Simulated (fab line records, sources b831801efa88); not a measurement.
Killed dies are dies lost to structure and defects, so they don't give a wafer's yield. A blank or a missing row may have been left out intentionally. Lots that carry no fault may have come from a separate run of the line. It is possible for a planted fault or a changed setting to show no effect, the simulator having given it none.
8D (eight disciplines) problem report, filled in by code / flow sky130 / the parts of the form that need people (team, actions taken, sign-off) are left out

1. THE ISSUE
Across 5 wafers from 3 lots, CONTACT_W_RS at SKY_CONTACT_RS_MEAS_25 averages 0.247 ohm/sq, while fault-free wafers read 0.339 ohm/sq with a standard deviation of 0.0054. Relative to the usual mean, that is a shift of -17 standard deviations.
The step: measures by four-point-probe.
First observed at day 36 07:21: wafer L823.3, on filmMetro-01. Wafers with a number at this step in the record: 33, from 11 lots. Rule for "out" (also "out of limits"): further than 4 standard deviations from the usual mean. The rest of the wafers with a number are treated as sound.

2. WHAT IT IS, AND WHAT IT ISN'T
question=which readings at this step | is=CONTACT_W_RS | is not=-
question=which lots | is=L823, L824, L825 | is not=L808, L810, L812, L813, L816, L817, L822, L831
question=which wafers of those lots | is=L823.3, L824.4, L824.5, L825.4, L825.5 | is not=L823.2, L823.6, L824.2, L825.6
question=read on which gauges | is=filmMetro-01, filmMetro-02, filmMetro-04 | is not=-
question=when | is=from day 36 07:21 | is not=up to then (23 sound wafers); but 5 sound wafers of L824, L825, L831 came after

3. WHAT RULES OUT EACH SUSPECT
Counting: any tool at a process step up to the reading remains a suspect provided it ran every lot that is out. Sound lots after the first of them don't rule it out here, since some wafers of a struck lot are sound.
- the gauge at SKY_CONTACT_RS_MEAS_25 has been ruled out. Those wafers that are out were read across 3 gauges (filmMetro-01, filmMetro-02, filmMetro-04).
- cvdW-01 at SKY_CONTACT_CVD_24 (deposits W, target thk 340 nm, time 102.12 s): kept. Ran every lot that is out, first one L823 (day 36 07:13); last sound lot up to then L822 (day 36 05:06).
Remaining after the count: cvdW-01 at SKY_CONTACT_CVD_24.

4. THE CAUSE (what the simulator had put in)
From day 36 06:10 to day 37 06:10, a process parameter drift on cvdW-01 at SKY_CONTACT_CVD_24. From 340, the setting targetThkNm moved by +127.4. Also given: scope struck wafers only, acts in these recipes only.
Only this tool survived the counting.

5. SEQUENCE OF EFFECTS, ordered by route
Rows list readings where the struck wafers' mean (over those with a number) sits beyond 3 standard deviations from the usual. Readings are gone through only where the record gives a usual standard deviation; hours: the median, over the lots, of the time from a lot's start at the first step in this table giving one to that lot's start at this step; sigmas: the change measured in usual standard deviations.
hours=0; step=SKY_CONTACT_RS_MEAS_25; reading=CONTACT_W_RS; usual=0.339 ohm/sq; on struck wafers=0.247; change=-0.092; sigmas=-17
hours=0; step=SKY_CONTACT_THK_MEAS_26; reading=CONTACT_W_THK; usual=328 nm; on struck wafers=443; change=+115; sigmas=+21
hours=0; step=SKY_CONTACT_CMP_27; reading=timeToEndpointS; usual=84 s; on struck wafers=110; change=+26; sigmas=+6.5
Its process steps:
- SKY_CONTACT_CMP_27: polishes, stops on SiO2, t overpolish 15 s, target thk 0 nm.

6. HOW IT WOULD HAVE BEEN CAUGHT EARLIER
In this record the first reading out of limits at a measuring or inspecting step was taken at day 36 07:21, 1 hour after the fault began at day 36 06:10.
Of the tool readings at SKY_CONTACT_CVD_24 for which the record gives a usual standard deviation, none was out on any struck wafer, so an alarm limit of 4 standard deviations on them would not have fired.
Lots out: 3; of these, L824, L825 started SKY_CONTACT_CVD_24 on cvdW-01 after day 36 07:21. A hold on the tool at that time would have spared those 2.
